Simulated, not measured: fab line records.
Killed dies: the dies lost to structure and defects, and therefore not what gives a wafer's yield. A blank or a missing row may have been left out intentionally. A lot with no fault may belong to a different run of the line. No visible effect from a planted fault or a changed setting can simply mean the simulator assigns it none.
Matching of chambers || flow sky130 || 4 sister chambers for SKY_VIA3_ETCH_14 on rie diel-01
The step etches BARC in N2/H2, stops on SiO2, time 45.9 s, target depth 60 nm. 8 wafers are shown with their chamber, then 12 later ones without.

== WAFERS WITH THEIR CHAMBER ==
{"wafer": "L082.1", "chamber": 2, "drypump motor current A (A)": 6.0, "throttle valve pct (%)": 13.229}
{"wafer": "L084.4", "chamber": 0, "drypump motor current A (A)": 5.9, "throttle valve pct (%)": 13.224}
{"wafer": "L089.3", "chamber": 0, "drypump motor current A (A)": 5.9, "throttle valve pct (%)": 13.233}
{"wafer": "L089.4", "chamber": 3, "drypump motor current A (A)": 6.2, "throttle valve pct (%)": 13.231}
{"wafer": "L089.6", "chamber": 1, "drypump motor current A (A)": 6.2, "throttle valve pct (%)": 13.219}
{"wafer": "L091.1", "chamber": 1, "drypump motor current A (A)": 6.1, "throttle valve pct (%)": 13.226}
{"wafer": "L091.4", "chamber": 2, "drypump motor current A (A)": 6.0, "throttle valve pct (%)": 13.240}
{"wafer": "L091.5", "chamber": 3, "drypump motor current A (A)": 6.2, "throttle valve pct (%)": 13.230}

== WAFERS WITHOUT THEIR CHAMBER ==
{"wafer": "L092.2", "drypump motor current A (A)": 6.0, "throttle valve pct (%)": 13.229}
{"wafer": "L092.5", "drypump motor current A (A)": 6.2, "throttle valve pct (%)": 13.230}
{"wafer": "L092.6", "drypump motor current A (A)": 6.0, "throttle valve pct (%)": 13.230}
{"wafer": "L093.1", "drypump motor current A (A)": 5.9, "throttle valve pct (%)": 13.215}
{"wafer": "L093.2", "drypump motor current A (A)": 6.2, "throttle valve pct (%)": 13.237}
{"wafer": "L093.4", "drypump motor current A (A)": 6.0, "throttle valve pct (%)": 13.232}
{"wafer": "L095.3", "drypump motor current A (A)": 6.0, "throttle valve pct (%)": 13.214}
{"wafer": "L095.4", "drypump motor current A (A)": 6.2, "throttle valve pct (%)": 13.228}
{"wafer": "L095.5", "drypump motor current A (A)": 6.1, "throttle valve pct (%)": 13.222}
{"wafer": "L097.4", "drypump motor current A (A)": 6.2, "throttle valve pct (%)": 13.231}
{"wafer": "L097.5", "drypump motor current A (A)": 6.2, "throttle valve pct (%)": 13.230}
{"wafer": "L097.6", "drypump motor current A (A)": 6.2, "throttle valve pct (%)": 13.236}

== CHAMBER TAKEN BY EACH ==
{"wafer": "L092.2", "from the rows above": "can't be placed: 2 or 0", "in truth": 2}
{"wafer": "L092.5", "from the rows above": "can't be placed: 3 or 1", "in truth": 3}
{"wafer": "L092.6", "from the rows above": 2, "in truth": 2}
{"wafer": "L093.1", "from the rows above": 0, "in truth": 0}
{"wafer": "L093.2", "from the rows above": "can't be placed: 3 or 1", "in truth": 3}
{"wafer": "L093.4", "from the rows above": 2, "in truth": 2}
{"wafer": "L095.3", "from the rows above": "can't be placed: 2 or 0 or 1", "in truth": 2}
{"wafer": "L095.4", "from the rows above": "can't be placed: 3 or 1", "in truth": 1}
{"wafer": "L095.5", "from the rows above": "can't be placed: 1 or 3", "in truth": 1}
{"wafer": "L097.4", "from the rows above": "can't be placed: 3 or 1", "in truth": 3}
{"wafer": "L097.5", "from the rows above": "can't be placed: 3 or 1", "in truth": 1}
{"wafer": "L097.6", "from the rows above": "can't be placed: 3 or 1", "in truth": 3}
Correct placement for 3 of the 12. These rows do not allow placing 9 (true chamber among the candidates in 9). Wrongly placed: 0.
How it was worked out, from the rows above alone: a wafer's distance from a chamber is the root of the sum, over the readings, of the square of ((its reading less the chamber's mean) divided by the reading's scatter). The wafer belongs to the nearest chamber; if the next one is less than 2 further off, it can't be placed. The mean given for a chamber averages the wafers shown for that chamber. The scatter is the square root of a quotient: the sum, over the shown wafers, of each reading's squared deviation from its chamber's mean, divided by wafers minus chambers.
